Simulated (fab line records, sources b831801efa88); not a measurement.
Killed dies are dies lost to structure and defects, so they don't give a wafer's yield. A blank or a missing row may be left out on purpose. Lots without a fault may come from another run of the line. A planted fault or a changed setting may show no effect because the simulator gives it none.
Split-lot experiment | flow sfq_line | 5 lots, 23 wafers read, on a route of 325 steps

THE SPLIT
At SFQ_TRILAYER_C5_BARC_OPEN_VIA_ETCH_210 (etches BARC in O2, target depth 125 nm, time 41.7 s), the setting time_s was moved away from the recipe's 41.7 s on 5 of the 23 wafers read, by -14.9% to +4.7%. The other wafers ran this setting at the recipe's value.

The reading is taken at the split's own step.

THE READING
oes_product_au, in a.u., at SFQ_TRILAYER_C5_BARC_OPEN_VIA_ETCH_210 (etches BARC in O2, target depth 125 nm, time 41.7 s). Fault-free wafers of this fab line usually give 0.685 a.u., standard deviation 0.0042 a.u..

wafer  | tool, chamber at the split | time_s as run, s | against the recipe | oes_product_au, a.u. | against lot-mates on the recipe
L075.1 | rie_diel-03, 3             | 41.7             | recipe             | 0.688                | -
L075.3 | rie_diel-03, 2             | 41.7             | recipe             | 0.681                | -
L075.4 | rie_diel-03, 3             | 41.7             | recipe             | 0.683                | -
L075.5 | rie_diel-03, 1             | 41.7             | recipe             | 0.691                | -
L075.6 | rie_diel-03, 2             | 41.7             | recipe             | 0.683                | -
L077.1 | rie_diel-01, 0             | 41.7             | recipe             | 0.683                | -
L077.4 | rie_diel-01, 2             | 41.7             | recipe             | 0.688                | -
L077.6 | rie_diel-01, 3             | 41.7             | recipe             | 0.680                | -
L080.1 | rie_diel-02, 3             | 41.7             | recipe             | 0.687                | -
L080.2 | rie_diel-02, 2             | 43.66            | +4.7%              | 0.671                | -0.016
L080.4 | rie_diel-02, 1             | 43.66            | +4.7%              | 0.676                | -0.011
L080.5 | rie_diel-02, 2             | 43.66            | +4.7%              | 0.686                | -0.001
L080.6 | rie_diel-02, 1             | 41.7             | recipe             | 0.687                | -
L081.2 | rie_diel-03, 0             | 41.7             | recipe             | 0.685                | -
L081.3 | rie_diel-03, 2             | 41.7             | recipe             | 0.686                | -
L081.4 | rie_diel-03, 3             | 41.7             | recipe             | 0.684                | -
L081.5 | rie_diel-03, 0             | 41.7             | recipe             | 0.682                | -
L081.6 | rie_diel-03, 1             | 41.7             | recipe             | 0.689                | -
L083.1 | rie_diel-01, 1             | 41.7             | recipe             | 0.688                | -
L083.2 | rie_diel-01, 0             | 35.49            | -14.9%             | 0.746                | +0.062
L083.3 | rie_diel-01, 3             | 41.7             | recipe             | 0.682                | -
L083.4 | rie_diel-01, 1             | 41.7             | recipe             | 0.681                | -
L083.6 | rie_diel-01, 3             | 35.49            | -14.9%             | 0.737                | +0.053

THE FIT
A straight line over all 23 wafers: oes_product_au changes by -0.00346 a.u. for each +1% of time_s; r = -0.96; the points scatter about the line by 0.0052 a.u..
The same after taking each lot's own level away (the mean of its wafers on the recipe; 23 wafers): -0.00359 a.u. for each +1%; r = -0.96; scatter 0.0048 a.u..
On that fit, the largest move of time_s shifts the reading by 0.054 a.u..
The lots' own levels span 0.6837 to 0.6870 a.u., that is 0.8 times the standard deviation above.
So the lot-to-lot level changes the slope little: the two slopes agree.
Check: with one of the wafers moved furthest among these (-14.9%) left out of the fit, the line predicts +0.0489 a.u. for it against its lot-mates. It came out at +0.0623 a.u. against them.
Tool readings at the split's step, against how far the setting was moved: oes_product_au r = -0.96.

OTHER SPLITS ON THESE WAFERS
These wafers also went through other splits before the reading. Each is held against what the fit with the lots' levels taken away leaves over:
other split on the same wafers                          | wafers away from the commonest value | r with oes_product_au (lot level and that fit taken away)
SFQ_TRILAYER_M5_BARC_OPEN_METAL_ETCH_161 pressure_mtorr | 15                                   | +0.31
SFQ_TRILAYER_R5_LITHO_COAT_141 resist_thk_nm            | 10                                   | -0.17
SFQ_TRILAYER_R5_BARC_OPEN_METAL_ETCH_177 time_s         | 11                                   | -0.13
SFQ_TRILAYER_I5_BARC_OPEN_VIA_ETCH_200 time_s           | 9                                    | -0.15

THE FILE'S OWN FIT
oes_product_au changes by -0.00368 a.u. for each +1% of time_s, r = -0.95.
